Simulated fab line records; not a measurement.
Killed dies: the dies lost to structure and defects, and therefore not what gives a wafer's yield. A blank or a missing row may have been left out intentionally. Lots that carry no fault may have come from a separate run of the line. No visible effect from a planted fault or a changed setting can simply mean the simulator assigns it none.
One fault through the eyes of 2 desks    flow gf180mcu    what lay behind the numbers comes last; until then each desk has only its own

## AT THE TOOL OWNER'S DESK: furnace-01
The tool's own readings at GF_DUAL_GATE_OXIDATION_15 (stabilise 600 s, purge 300 s, target thk 7.098 nm): means of the sampled wafers that have a number, for each lot that ran on this tool. Any lot whose mean is over 4 standard deviations away from the usual mean is out of limits and marked OUT; that distance is given in the brackets.
Columns: A = spike-tc-centre-C at GF_DUAL_GATE_OXIDATION_15, usual 850.4 C; B = spike-tc-lower-C at GF_DUAL_GATE_OXIDATION_15, usual 850.5 C; C = spike-tc-upper-C at GF_DUAL_GATE_OXIDATION_15, usual 850.1 C; D = zone-power-centre-pct at GF_DUAL_GATE_OXIDATION_15, usual 17.42 %; E = zone-power-lower-pct at GF_DUAL_GATE_OXIDATION_15, usual 17.5 %; F = zone-power-upper-pct at GF_DUAL_GATE_OXIDATION_15, usual 19.14 %
lot   first seen here  A                B      C      D               E                F
L316  day 8 18:25      850.0            851.0  849.8  17.65           17.2             19.26
L317  day 9 02:17      850.3            850.5  849.6  17.47           17.3             19.06
L318  day 9 12:35      850.2            850.2  849.9  17.33           17.1             19.28
L319  day 9 16:59      849.8            850.7  848.9  17.31           17.3             19.19
L321  day 10 11:25     849.0            849.4  849.6  17.15           17.0             19.22
L325  day 11 13:20     827.8 (-19) OUT  853.6  853.9  9.55 (-36) OUT  21.4 (+8.4) OUT  24.00 (+19) OUT
L326  day 11 16:57     826.7 (-20) OUT  854.5  852.8  9.57 (-36) OUT  21.4 (+8.4) OUT  23.82 (+19) OUT
L327  day 12 00:35     827.0 (-19) OUT  853.6  853.2  9.58 (-36) OUT  21.2 (+8.0) OUT  23.74 (+18) OUT
Finding of this desk: L325, L326, L327 out of limits; the first was L325 at day 11 13:20, on spike-tc-centre-C at GF_DUAL_GATE_OXIDATION_15. Within limits: L316, L317, L318, L319, L321.

## METROLOGY DESK
What the gauges read for every lot (on any tool): the sampled wafers with a number, averaged. Any lot whose mean is over 4 standard deviations away from the usual mean is out of limits and marked OUT; that distance is given in the brackets.
Columns: A = cd-nm at GF_M3_CD_MEAS_14, usual 280.2 nm; B = M3_OVL at GF_M3_OVL_MEAS_15, usual -4 nm; C = V3_CVD_00_THK at GF_V3_THK_MEAS_01, usual 595 nm
lot   first seen here  A      B    C
L314  day 20 23:10     278.7  3    606
L315  day 21 14:22     278.5  -7   596
L316  day 21 16:53     279.9  -5   590
L317  day 22 03:41     280.4  -0   590
L318  day 22 15:59     278.9  -8   589
L319  day 23 01:50     279.4  1    587
L321  day 23 22:53     281.0  -1   590
L325  day 25 09:26     281.2  -3   600
L326  day 25 10:29     279.3  -8   596
L327  day 26 00:38     279.7  -14  604
L335  day 28 08:23     280.4  -4   601
L337  day 29 00:26     278.7  -6   588
Finding of this desk: none of the 12 lots has anything out of limits.

## TAKEN TOGETHER
The tool owner's desk could have raised an alarm at day 11 13:20, on L325, L326, L327.
At the metrology desk, nothing out of limits was observed.
The metrology desk has L325, L326, L327 on record, within its limits.
Every lot named ran GF_DUAL_GATE_OXIDATION_15 on furnace-01.

## WHAT WAS PUT IN BY THE SIMULATOR
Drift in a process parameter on furnace-01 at GF_DUAL_GATE_OXIDATION_15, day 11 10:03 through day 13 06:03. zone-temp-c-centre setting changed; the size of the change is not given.
Struck lots among those shown: L325, L326, L327.
How many hours passed from the start of the fault until each desk's first out-of-limits reading: the tool owner's desk, 3.
